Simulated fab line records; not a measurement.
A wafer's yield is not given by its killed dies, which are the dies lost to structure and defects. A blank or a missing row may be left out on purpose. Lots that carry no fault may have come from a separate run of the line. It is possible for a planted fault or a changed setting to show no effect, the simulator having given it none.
fab line records | flow sfqLine
record: lots: 7 | wafers: 21 | lastDay: 79
route steps=325 shown M3@132 I3@133
lots with no fault: from the same line, run without faults
startH: hours from the record's first day to the start of the lot's first wafer shown | waitH: how many hours have passed since the lot's step before this one | " as in the row above | L1.1+2: one row covering several wafers at once | - no value, or no start was given | * or withheld: withheld | < > ~ a bound
route shown NAME@n: a module of which the file shows steps, and the number in the route of the first | usual: average and standard deviation across the fault-free wafers | same: alike in all rows | chamber/n: place in a boat | sites: each site's reading | _std_site: the standard deviation of these | _edge_site: inner sites' mean taken away from outer sites' mean | radiusMm: how far each site lies from the wafer's centre | mask NAME#n: copy n | behind: the last tool/chamber to shape the wafer | hold: the reason the lot was held/the length of the hold in hours/how it ended | device: whichever transistor did not switch (one of n, p or np) | end of line: tests run on the same wafers once the route is complete | a step without rows: its recipe alone | killed: dies that structure and defects cost at the first sort, which is not the same as the wafer's yield | map: a wafer's dies, marking killed ones x, the rest . and places with no die _
set.NAME: the run value of the setting; set.NAME@STEP: its run value at that earlier step | model.NAME: the simulator's own value behind a step, which no gauge read
lots at some steps of the route; a table a step, a row a wafer
services: the hour from which a tool's chamber was out of use, counted from the record's first day as startH (under 0 if before that day), plus the number of hours and why
== steps ==
step: SFQ_TRILAYER_M3_STRIP_SOLV_CLEAN_080
recipe: chemistry: NMP | tempC: 70 | timeS: 600
step: SFQ_TRILAYER_I3_DEP_PECVD_081
recipe: material: SiO2 | tempC: 150 | timeS: 111.11 | pressureTorr: 2.4 | rfW: 183.3 | precursor: SiH4/N2O | targetThkNm: 500
usual: heaterPowerW: 83/15 | throttleValvePct: 25.3/1.1
lot.wafer | tool     | chamber | startH | waitH | heaterPowerW | throttleValvePct
L984.1    | pecvd-04 | 0       | 872.97 | 0.0   | 82           | 24.7
L984.2    | "        | 2       | "      | "     | 71           | 24.9
L984.5    | "        | 2       | "      | "     | 73           | 24.6
L986.1    | pecvd-02 | 0       | 881.65 | 0.0   | 74           | 24.8
L986.2    | "        | 1       | "      | "     | 108          | 27.5
L986.4    | "        | 1       | "      | "     | 91           | 27.2
L990.1    | pecvd-01 | 0       | 943.39 | 0.0   | 81           | 26.3
L990.5    | "        | 1       | "      | "     | 91           | 24.8
L990.6    | "        | 2       | "      | "     | 76           | 24.5
L991.2    | pecvd-04 | 1       | 946.99 | 0.0   | 88           | 24.6
L991.4    | "        | 2       | "      | "     | 80           | 24.7
L991.6    | "        | 0       | "      | "     | 80           | 24.8
L992.3    | pecvd-02 | 0       | 950.59 | 0.0   | 74           | 24.7
L992.4    | "        | 2       | "      | "     | 55           | 25.1
L992.6    | "        | 1       | "      | "     | 103          | 28.1
L993.3    | pecvd-01 | 0       | 958.82 | 0.0   | 91           | 26.0
L993.5    | "        | 1       | "      | "     | 75           | 24.8
L993.6    | "        | 2       | "      | "     | 86           | 24.4
L994.1    | pecvd-02 | 2       | 963.62 | 0.0   | 43           | 25.1
L994.2    | "        | 0       | "      | "     | 72           | 24.9
L994.5    | "        | 0       | "      | "     | 73           | 24.9
step: SFQ_TRILAYER_I3_CMP_CMP_082
recipe: material: SiO2 | downForcePsi: 3 | platenRpm: 60 | padVelocityMS: 0.94248
usual: headPressurePsi: 3.000/0.0069 | motorCurrentA: 10.1/1 | timeToEndpointS: 217/7.5
lot.wafer | tool   | chamber | startH | waitH | headPressurePsi | motorCurrentA | timeToEndpointS
L984.2    | cmp-02 | 3       | 882.32 | 9.3   | 2.991           | 7.6           | 218
L984.1    | "      | 1       | 883.32 | 10.3  | 2.997           | 10.7          | 217
L984.5    | "      | 2       | "      | "     | 2.998           | 10.2          | 226
L986.4    | cmp-01 | 1       | 893.39 | 11.7  | 2.999           | 9.5           | 215
L986.1    | "      | 3       | 894.39 | 12.7  | 3.005           | 11.2          | 215
L986.2    | "      | 0       | "      | "     | 2.992           | 10.4          | 223
L990.1    | cmp-01 | 2       | 953.33 | 9.9   | 2.999           | 11.0          | 211
L990.6    | "      | 3       | "      | "     | 3.007           | 10.8          | 220
L990.5    | "      | 0       | "      | "     | 3.011           | 10.5          | 234
L991.4    | cmp-01 | 1       | 955.83 | 8.8   | 3.005           | 9.3           | 225
L991.2    | "      | 2       | "      | "     | 3.010           | 11.3          | 218
L991.6    | "      | 3       | "      | "     | 2.996           | 10.4          | 230
L992.4    | cmp-01 | 1       | 957.83 | 7.2   | 2.995           | 9.6           | 228
L992.3    | "      | 3       | 958.83 | 8.2   | 2.996           | 10.4          | 229
L992.6    | "      | 1       | 959.83 | 9.2   | 2.991           | 9.7           | 218
L993.3    | cmp-01 | 0       | 966.83 | 8.0   | 2.995           | 10.0          | 228
L993.5    | "      | 0       | 968.83 | 9.9   | 2.999           | 10.0          | 237
L993.6    | "      | 1       | "      | "     | 2.980           | 9.5           | 213
L994.2    | cmp-02 | 0       | 971.06 | 7.4   | 3.003           | 11.2          | 207
L994.1    | "      | 3       | 972.56 | 8.9   | 2.994           | 7.5           | 211
L994.5    | "      | 0       | "      | "     | 3.001           | 10.6          | 206
step: SFQ_I3_BOW_MEAS_922
recipe: mode: bow
usual: I3_BOW: 2/8.9
lot.wafer | tool         | chamber | startH | waitH | I3_BOW[um]
L984.1    | filmMetro-04 | -       | 884.82 | 1.0   | 2
L984.2    | "            | -       | "      | "     | -2
L984.5    | "            | -       | "      | "     | -6
L986.1    | filmMetro-04 | -       | 896.39 | 1.5   | 3
L986.2    | "            | -       | "      | "     | -13
L986.4    | "            | -       | "      | "     | -7
L990.1    | filmMetro-01 | -       | 954.83 | 1.0   | -6
L990.5    | "            | -       | "      | "     | -15
L990.6    | "            | -       | "      | "     | -4
L991.2    | filmMetro-04 | -       | 957.85 | 1.0   | 13
L991.4    | "            | -       | "      | "     | 4
L991.6    | "            | -       | "      | "     | 4
L992.3    | filmMetro-04 | -       | 960.87 | 1.5   | 6
L992.4    | "            | -       | "      | "     | 7
L992.6    | "            | -       | "      | "     | -1
L993.3    | filmMetro-01 | -       | 969.87 | 2.5   | 4
L993.5    | "            | -       | "      | "     | -5
L993.6    | "            | -       | "      | "     | -1
L994.1    | filmMetro-03 | -       | 974.06 | 1.0   | 2
L994.2    | "            | -       | "      | "     | -1
L994.5    | "            | -       | "      | "     | 12
step: SFQ_TRILAYER_I3_METRO_MEASURE_083
usual: thkNm: 200.3/1.1
lot.wafer | tool         | chamber | startH | waitH | thkNm
L984.1    | filmMetro-04 | -       | 884.94 | 0.1   | 200.0
L984.2    | "            | -       | "      | "     | 199.7
L984.5    | "            | -       | "      | "     | 200.7
L986.1    | filmMetro-04 | -       | 896.51 | 0.1   | 201.0
L986.2    | "            | -       | "      | "     | 200.1
L986.4    | "            | -       | "      | "     | 199.0
L990.1    | filmMetro-01 | -       | 954.95 | 0.1   | 199.6
L990.5    | "            | -       | "      | "     | 201.4
L990.6    | "            | -       | "      | "     | 201.0
L991.2    | filmMetro-04 | -       | 958.15 | 0.3   | 199.9
L991.4    | "            | -       | "      | "     | 200.2
L991.6    | "            | -       | "      | "     | 201.4
L992.3    | filmMetro-04 | -       | 961.35 | 0.5   | 200.8
L992.4    | "            | -       | "      | "     | 200.1
L992.6    | "            | -       | "      | "     | 200.0
L993.3    | filmMetro-01 | -       | 970.35 | 0.5   | 202.0
L993.5    | "            | -       | "      | "     | 202.7
L993.6    | "            | -       | "      | "     | 200.0
L994.1    | filmMetro-03 | -       | 974.18 | 0.1   | 199.0
L994.2    | "            | -       | "      | "     | 199.5
L994.5    | "            | -       | "      | "     | 199.6
step: SFQ_TRILAYER_I3_VIA_LITHO_COAT_090
recipe: resist: BARC | spinRpm: 3000 | resistThkNm: 62
step: SFQ_TRILAYER_I3_VIA_LITHO_COAT_085
recipe: resist: KrF | spinRpm: 3000 | resistThkNm: 650
step: SFQ_TRILAYER_I3_VIA_LITHO_SOFTBAKE_089
recipe: tempC: withheld | timeS: withheld | resist: KrF
step: SFQ_TRILAYER_I3_VIA_LITHO_EXPOSE_086
recipe: maskId: I3 | na: 0.6 | sourceShape: conventional | sigmaOuter: 0.65 | targetCdNm: 500 | doseMj: 21.3
step: SFQ_TRILAYER_I3_VIA_LITHO_PEB_088
recipe: pebTempC: 115 | pebTimeS: 60 | resist: KrF
step: SFQ_TRILAYER_I3_VIA_LITHO_DEVELOP_087
recipe: timeS: 60 | resist: KrF
step: SFQ_I3_OVL_MEAS_923
usual: I3_OVL: -1/5.4
lot.wafer | tool       | chamber | startH  | waitH | I3_OVL[nm]
L984.1    | overlay-01 | -       | 1022.27 | 0.1   | 7
L984.2    | "          | -       | "       | "     | 4
L984.5    | "          | -       | "       | "     | 2
L986.1    | overlay-01 | -       | 1033.07 | 0.1   | -1
L986.2    | "          | -       | "       | "     | -5
L986.4    | "          | -       | "       | "     | -4
L990.1    | overlay-01 | -       | 1089.22 | 0.1   | -3
L990.5    | "          | -       | "       | "     | -5
L990.6    | "          | -       | "       | "     | 2
L991.2    | overlay-01 | -       | 1091.63 | 0.1   | -10
L991.4    | "          | -       | "       | "     | -10
L991.6    | "          | -       | "       | "     | 0
L992.3    | overlay-01 | -       | 1094.04 | 0.1   | 5
L992.4    | "          | -       | "       | "     | 2
L992.6    | "          | -       | "       | "     | -4
L993.3    | overlay-01 | -       | 1098.84 | 0.1   | -3
L993.5    | "          | -       | "       | "     | 0
L993.6    | "          | -       | "       | "     | 4
L994.1    | overlay-01 | -       | 1102.42 | 0.1   | -12
L994.2    | "          | -       | "       | "     | -2
L994.5    | "          | -       | "       | "     | -7
step: SFQ_TRILAYER_I3_VIA_BARC_OPEN_VIA_ETCH_121
recipe: maskMaterial: PR | chemistry: O2 | targetDepthNm: 125 | target: BARC | sourceW: 500 | biasW: 80 | pressureMtorr: 30 | timeS: 41.7
usual: drypumpMotorCurrentA: 5.7/0.51 | oesProductAu: 0.685/0.0052 | runLengthS: 70.0/0.53 | timeS: 41.7/0
lot.wafer | tool       | chamber | startH  | waitH | drypumpMotorCurrentA | oesProductAu | rfHoursCounterH | runLengthS | timeS | model.KrF_of_TRILAYER_I3_VIA_LITHO_COAT_085.thkNm
L984.1    | rieDiel-02 | 1       | 1022.31 | 0.0   | 6.4                  | 0.681        | 1               | 70.7       | 41.7  | 571.8
L984.2    | "          | 2       | "       | "     | 5.5                  | 0.684        | 7               | 69.4       | 41.7  | 570.3
L984.5    | "          | 0       | "       | "     | 5.9                  | 0.691        | -               | 70.7       | 41.7  | 572.3
L986.1    | rieDiel-01 | 2       | 1033.11 | 0.0   | 5.5                  | 0.688        | 4               | 71.0       | 41.7  | 573.1
L986.2    | "          | 3       | "       | "     | 4.8                  | 0.691        | 24              | 70.0       | 41.7  | 572.2
L986.4    | "          | 1       | "       | "     | 5.9                  | 0.680        | -               | 69.1       | 41.7  | 572.2
L990.1    | rieDiel-01 | 2       | 1089.26 | 0.0   | 5.5                  | 0.680        | 6               | 70.7       | 41.7  | 574.9
L990.5    | "          | 2       | "       | "     | 5.5                  | 0.687        | -               | 71.0       | 41.7  | 577.5
L990.6    | "          | 3       | "       | "     | 4.8                  | 0.685        | -               | 69.9       | 41.7  | 576.9
L991.2    | rieDiel-02 | 1       | 1091.66 | 0.0   | 6.4                  | 0.682        | 3               | 70.4       | 41.7  | 574.6
L991.4    | "          | 2       | "       | "     | 5.5                  | 0.685        | 9               | 69.5       | 41.7  | 572.5
L991.6    | "          | 1       | "       | "     | 6.4                  | 0.681        | -               | 70.7       | 41.7  | 573.3
L992.3    | rieDiel-03 | 0       | 1094.06 | 0.0   | 5.2                  | 0.821        | 17              | 60.7       | 29.19 | 586.8
L992.4    | "          | 1       | "       | "     | 6.4                  | 0.823        | 14              | 60.6       | 29.19 | 586.9
L992.6    | "          | 1       | "       | "     | 6.4                  | 0.814        | -               | 60.6       | 29.19 | 585.7
L993.3    | rieDiel-01 | 1       | 1098.86 | 0.0   | 5.9                  | 0.819        | 9               | 59.5       | 29.19 | 586.8
L993.5    | "          | 3       | "       | "     | 4.8                  | 0.813        | -               | 60.3       | 29.19 | 589.1
L993.6    | "          | 2       | "       | "     | 5.5                  | 0.826        | -               | 61.2       | 29.19 | 590.3
L994.1    | rieDiel-03 | 3       | 1102.46 | 0.0   | 6.2                  | 0.816        | 13              | 60.2       | 29.19 | 587.5
L994.2    | "          | 1       | "       | "     | 6.4                  | 0.827        | 14              | 60.9       | 29.19 | 589.3
L994.5    | "          | 0       | "       | "     | 5.3                  | 0.811        | -               | 60.6       | 29.19 | 589.4
step: SFQ_TRILAYER_I3_VIA_ETCH_VIA_ETCH_088
recipe: target: SiO2 | stopOn: Nb | maskMaterial: PR | taperDeg: 20 | chemistry: CHF3 | targetDepthNm: 260 | sourceW: 500 | biasW: 80 | pressureMtorr: 30 | timeS: withheld
usual: drypumpMotorCurrentA: 5.7/0.51 | oesProductAu: 0.855/0.0045
lot.wafer | tool       | chamber | startH  | waitH | drypumpMotorCurrentA | oesProductAu | model.KrF_of_TRILAYER_I3_VIA_LITHO_COAT_085.thkNm
L984.1    | rieDiel-02 | 1       | 1022.35 | 0.0   | 6.4                  | 0.852        | 527.1
L984.2    | "          | 2       | "       | "     | 5.5                  | 0.854        | 525.3
L984.5    | "          | 0       | "       | "     | 5.9                  | 0.859        | 527.5
L986.1    | rieDiel-01 | 2       | 1033.15 | 0.0   | 5.5                  | 0.851        | 527.8
L986.2    | "          | 3       | "       | "     | 4.8                  | 0.857        | 527.2
L986.4    | "          | 1       | "       | "     | 5.9                  | 0.845        | 527.1
L990.1    | rieDiel-01 | 2       | 1089.30 | 0.0   | 5.5                  | 0.857        | 529.9
L990.5    | "          | 2       | "       | "     | 5.5                  | 0.859        | 532.7
L990.6    | "          | 3       | "       | "     | 4.8                  | 0.858        | 531.5
L991.2    | rieDiel-02 | 1       | 1091.70 | 0.0   | 6.4                  | 0.856        | 531.3
L991.4    | "          | 2       | "       | "     | 5.5                  | 0.856        | 528
L991.6    | "          | 1       | "       | "     | 6.4                  | 0.859        | 530.1
L992.3    | rieDiel-03 | 0       | 1094.10 | 0.0   | 5.3                  | 0.856        | 542.5
L992.4    | "          | 1       | "       | "     | 6.4                  | 0.844        | 542.4
L992.6    | "          | 1       | "       | "     | 6.4                  | 0.856        | 541.1
L993.3    | rieDiel-01 | 1       | 1098.90 | 0.0   | 5.9                  | 0.858        | 542
L993.5    | "          | 3       | "       | "     | 4.8                  | 0.862        | 543.9
L993.6    | "          | 2       | "       | "     | 5.5                  | 0.845        | 545.4
L994.1    | rieDiel-03 | 3       | 1102.50 | 0.0   | 6.2                  | 0.852        | 542.5
L994.2    | "          | 1       | "       | "     | 6.4                  | 0.860        | 544.7
L994.5    | "          | 0       | "       | "     | 5.3                  | 0.858        | 544.7
step: SFQ_TRILAYER_I3_VIA_STRIP_STRIP_089
recipe: gas: O2 | powerW: 200 | platenTempC: 40 | overashFraction: 0.65 | chemistry: O2 | pressureMtorr: 50
usual: drypumpMotorCurrentA: 5.8/0.4 | oesProductAu: 1.000/0.0093
lot.wafer | tool        | chamber | startH  | waitH | drypumpMotorCurrentA | oesProductAu | rfHoursCounterH
L984.1    | rieMetal-02 | 0       | 1022.46 | -     | 6.4                  | 0.994        | 31
L984.2    | "           | 1       | "       | "     | 6.3                  | 0.984        | 126
L984.5    | "           | 0       | "       | "     | 6.3                  | 0.997        | -
L986.1    | rieMetal-04 | 0       | 1033.26 | -     | 5.2                  | 0.995        | 70
L986.2    | "           | 1       | "       | "     | 5.8                  | 1.008        | 134
L986.4    | "           | 0       | "       | "     | 5.2                  | 0.997        | -
L990.1    | rieMetal-04 | 0       | 1089.41 | -     | 5.3                  | 1.011        | 77
L990.5    | "           | 0       | "       | "     | 5.3                  | 1.001        | -
L990.6    | "           | 1       | "       | "     | 5.8                  | 1.003        | -
L991.2    | rieMetal-01 | 1       | 1091.81 | -     | 5.8                  | 0.987        | 145
L991.4    | "           | 1       | "       | "     | 5.8                  | 0.979        | -
L991.6    | "           | 1       | "       | "     | 5.8                  | 0.988        | -
L992.3    | rieMetal-04 | 1       | 1094.41 | -     | 5.9                  | 1.011        | -
L992.4    | "           | 0       | "       | "     | 5.2                  | 1.001        | -
L992.6    | "           | 0       | "       | "     | 5.3                  | 0.999        | -
L993.3    | rieMetal-02 | 1       | 1099.21 | -     | 6.2                  | 1.000        | -
L993.5    | "           | 0       | "       | "     | 6.4                  | 0.986        | -
L993.6    | "           | 1       | "       | "     | 6.2                  | 0.994        | -
L994.1    | rieMetal-02 | 1       | 1102.61 | -     | 6.3                  | 0.987        | 141
L994.2    | "           | 0       | "       | "     | 6.4                  | 0.994        | 45
L994.5    | "           | 0       | "       | "     | 6.4                  | 0.987        | -
== services ==
tool         | chamber | startH  | hours | kind
rieDiel-03   | 2       | 855.04  | 6.1   | repair
rieMetal-02  | -       | 867.62  | 0.5   | repair
pecvd-02     | -       | 875.20  | 6.0   | pm
rieDiel-03   | 3       | 895.54  | 1.3   | repair
rieDiel-02   | -       | 896.93  | 2.8   | pm
rieDiel-01   | 1       | 914.23  | 1.6   | repair
cmp-01       | -       | 917.30  | 1.5   | repair
rieDiel-02   | 1       | 933.27  | 9.4   | repair
filmMetro-04 | -       | 936.22  | 0.5   | pm
rieDiel-03   | 2       | 950.02  | 19.6  | repair
rieDiel-02   | 0       | 971.28  | 7.0   | repair
rieDiel-03   | 1       | 985.44  | 1.5   | repair
filmMetro-04 | -       | 989.90  | 0.8   | pm
filmMetro-04 | -       | 998.50  | 0.3   | pm
rieDiel-01   | -       | 1020.13 | 0.4   | repair
rieDiel-01   | 3       | 1020.50 | 3.5   | repair
rieDiel-03   | 0       | 1023.88 | 4.0   | repair
rieDiel-03   | 1       | 1027.34 | 47.1  | repair
rieDiel-01   | 0       | 1029.18 | 5.4   | repair
cmp-01       | -       | 1038.53 | 0.4   | repair
rieDiel-01   | -       | 1044.17 | 0.3   | repair
cmp-01       | -       | 1089.55 | 4.0   | pm
cmp-01       | -       | 1093.18 | 0.9   | repair
cmp-01       | -       | 1097.03 | 14.8  | pm
== key ==
firstSign: step: SFQ_TRILAYER_I3_VIA_BARC_OPEN_VIA_ETCH_121 | reading: timeS | direction: down | sigmas: 99+ | usual: * | struck: *
effect: step: SFQ_TRILAYER_I3_VIA_BARC_OPEN_VIA_ETCH_121 | reading: oesProductAu | direction: up | sigmas: 26 | usual: 0.685 | struck: 0.819
modelEffect: step: SFQ_TRILAYER_I3_VIA_BARC_OPEN_VIA_ETCH_121 | value: KrF_of_TRILAYER_I3_VIA_LITHO_COAT_085.thkNm | without: 572.4 | struck: 588
modelEffect: step: SFQ_TRILAYER_I3_VIA_ETCH_VIA_ETCH_088 | value: KrF_of_TRILAYER_I3_VIA_LITHO_COAT_085.thkNm | without: 527.7 | struck: 543.2
metAt SFQ_TRILAYER_I3_VIA_BARC_OPEN_VIA_ETCH_121
struckWafers L992.3,L992.4,L992.6,L993.3,L993.5,L993.6,L994.1,L994.2,L994.5
onsetBetween 1091.66 1094.06
fault: kind: recipeVersionSkew | tool: rieDiel-01,rieDiel-02,rieDiel-03 | chamber: - | onsetH: 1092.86 | steps: SFQ_TRILAYER_I3_VIA_BARC_OPEN_VIA_ETCH_121 | wrongRecipe.timeS: *
